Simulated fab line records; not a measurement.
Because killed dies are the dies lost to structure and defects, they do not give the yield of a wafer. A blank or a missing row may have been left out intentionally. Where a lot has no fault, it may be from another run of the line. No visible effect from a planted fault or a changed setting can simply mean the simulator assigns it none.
The tool behind it: which one? | flow gf180mcu | 36 wafers from 12 lots sampled at 4 of the route's 602 steps

== WHAT THE GAUGES SHOWED, per wafer ==
GF_V4_OVL_MEAS_15. Usual: for V4_OVL the level is -8 nm and the standard deviation is 4.7.
lot  | measured     | on         | V4_OVL (nm) | flag
L894 | day 24 08:24 | overlay-01 | -11 -13 -9  | 
L899 | day 26 04:17 | overlay-02 | 5 -7 -4     | 
L898 | day 26 04:59 | overlay-02 | -8 -2 -10   | 
L901 | day 26 21:49 | overlay-01 | 5 -2 -13    | 
L902 | day 27 01:29 | overlay-01 | -8 -9 -14   | 
L903 | day 27 18:29 | overlay-02 | 0 -4 1      | 
L905 | day 28 05:43 | overlay-01 | -14 -13 -14 | 
L906 | day 28 07:28 | overlay-01 | -9 3 -2     | 
L911 | day 29 21:31 | overlay-01 | -9 0 -3     | 
L912 | day 30 00:26 | overlay-02 | -8 -5 -4    | 
L913 | day 30 07:21 | overlay-02 | -2 -7 -6    | 
L917 | day 31 09:15 | overlay-01 | -9 -13 -14  | 

GF_M5_CD_MEAS_07: target cd 280 nm. Usual: 280.1 nm for cdNm, sd 1.
lot  | measured     | on       | cdNm (nm)         | flag
L894 | day 26 05:45 | cdSem-01 | 280.2 279.6 280.3 | 
L899 | day 27 23:20 | cdSem-02 | 278.3 276.9 277.9 | 
L898 | day 27 23:46 | cdSem-02 | 279.0 279.0 279.7 | 
L901 | day 28 14:48 | cdSem-02 | 279.3 279.8 279.5 | 
L902 | day 28 19:36 | cdSem-01 | 280.5 281.1 280.4 | 
L903 | day 29 10:34 | cdSem-02 | 282.1 282.6 281.7 | 
L905 | day 29 23:04 | cdSem-02 | 278.5 278.0 280.0 | 
L906 | day 29 23:55 | cdSem-01 | 281.5 279.5 280.5 | 
L911 | day 31 11:51 | cdSem-01 | 282.4 280.9 280.1 | 
L912 | day 31 13:56 | cdSem-02 | 257.2 257.5 256.8 | OFF
L913 | day 31 21:02 | cdSem-02 | 256.5 256.0 255.9 | OFF
L917 | day 32 20:41 | cdSem-01 | 280.6 281.5 280.7 | 

== EACH LOT AND THE TOOL THAT RAN IT (in order: tool; ch and the chambers of the sampled wafers; start) ==
lot  | GF_V4_SPUTTER_21            | GF_M5_PEB_05
L894 | pvdSputter-01, day 24 09:05 | lithoTrack-01 ch 0, day 26 05:24
L899 | pvdSputter-04, day 26 04:59 | lithoTrack-01 ch 0, day 27 23:01
L898 | pvdSputter-04, day 26 05:42 | lithoTrack-03 ch 0, day 27 23:26
L901 | pvdSputter-04, day 26 22:31 | lithoTrack-01 ch 0, day 28 14:27
L902 | pvdSputter-04, day 27 02:11 | lithoTrack-04 ch 0, day 28 19:17
L903 | pvdSputter-04, day 27 19:12 | lithoTrack-03 ch 0, day 29 10:13
L905 | pvdSputter-03, day 28 06:24 | lithoTrack-03 ch 0, day 29 22:44
L906 | pvdSputter-01, day 28 08:08 | lithoTrack-01 ch 0, day 29 23:36
L911 | pvdSputter-04, day 29 22:13 | lithoTrack-01 ch 0, day 31 11:30
L912 | pvdSputter-01, day 30 01:09 | lithoTrack-03 ch 0, day 31 13:37
L913 | pvdSputter-01, day 30 08:03 | lithoTrack-03 ch 0, day 31 20:43
L917 | pvdSputter-04, day 31 09:56 | lithoTrack-04 ch 0, day 32 20:20
- GF_V4_SPUTTER_21: material Ti, target thk 15 nm, time 80.02 s.
- GF_M5_PEB_05: peb time 90 s.

== WHAT THE TOOLS THEMSELVES READ (means of the sampled wafers that have a number; where no wafer has one, the mark that the record gives instead) ==
GF_V4_SPUTTER_21. Usual: cathodeDcPowerW 2500.0 W, standard deviation 0.41; throttleValvePct 29.9 %, standard deviation 0.88.
lot  | tool          | cathodeDcPowerW (W) | throttleValvePct (%) | flag
L894 | pvdSputter-01 | 2499.8              | 29.1                 | 
L899 | pvdSputter-04 | 2500.6              | 30.5                 | 
L898 | pvdSputter-04 | 2500.2              | 30.1                 | 
L901 | pvdSputter-04 | 2499.8              | 30.3                 | 
L902 | pvdSputter-04 | 2499.8              | 30.0                 | 
L903 | pvdSputter-04 | 2500.1              | 29.5                 | 
L905 | pvdSputter-03 | 2499.8              | 29.1                 | 
L906 | pvdSputter-01 | 2500.2              | 29.7                 | 
L911 | pvdSputter-04 | 2499.9              | 30.2                 | 
L912 | pvdSputter-01 | 2500.1              | 29.5                 | 
L913 | pvdSputter-01 | 2500.0              | 29.4                 | 
L917 | pvdSputter-04 | 2500.3              | 30.4                 | 

GF_M5_PEB_05. Usual: heaterPowerTotalW 85.70 W, standard deviation 0.086; plateTempC 134.99 C, standard deviation 0.15.
lot  | tool          | heaterPowerTotalW (W) | plateTempC (C) | flag
L894 | lithoTrack-01 | 85.74                 | 135.03         | 
L899 | lithoTrack-01 | 85.73                 | 135.05         | 
L898 | lithoTrack-03 | 85.67                 | 134.88         | 
L901 | lithoTrack-01 | 85.60                 | 135.08         | 
L902 | lithoTrack-04 | 85.67                 | 134.89         | 
L903 | lithoTrack-03 | 85.71                 | 135.00         | 
L905 | lithoTrack-03 | 85.77                 | 135.00         | 
L906 | lithoTrack-01 | 85.69                 | 135.05         | 
L911 | lithoTrack-01 | 85.77                 | 135.03         | 
L912 | lithoTrack-03 | 101.57                | 154.13         | OFF
L913 | lithoTrack-03 | 101.52                | 153.75         | OFF
L917 | lithoTrack-04 | 85.72                 | 134.72         | 

== THE ANSWER, worked out from the rows above alone ==
Rule: take the mean of a lot's wafers that have a number; if it is more than 3 standard deviations from the usual mean, the lot is off. Also off: a lot with no number at a reading for which 4 or more lots have one. Any other lot the step has rows for is counted as sound. After the gauges, taken in route order, come the tools' own readings; for these a lot's mean is taken, as printed above. At the first step where some lot is off, the reading lying furthest off is the one used; lots without a number count as furthest.
Off at GF_M5_CD_MEAS_07 (cdNm): L912, L913.
If a tool, at a process step before that reading, ran all the lots that are off and no sound lot after the first of them, it fits. The gauges at GF_M5_CD_MEAS_07 aren't tried: what is off there is off at GF_M5_PEB_05 too, on other tools, and a gauge's error can't cause that. Can't be told from this: 2 tools fit, pvdSputter-01 at GF_V4_SPUTTER_21, lithoTrack-03 at GF_M5_PEB_05.

== WHAT WAS PUT IN BY THE SIMULATOR ==
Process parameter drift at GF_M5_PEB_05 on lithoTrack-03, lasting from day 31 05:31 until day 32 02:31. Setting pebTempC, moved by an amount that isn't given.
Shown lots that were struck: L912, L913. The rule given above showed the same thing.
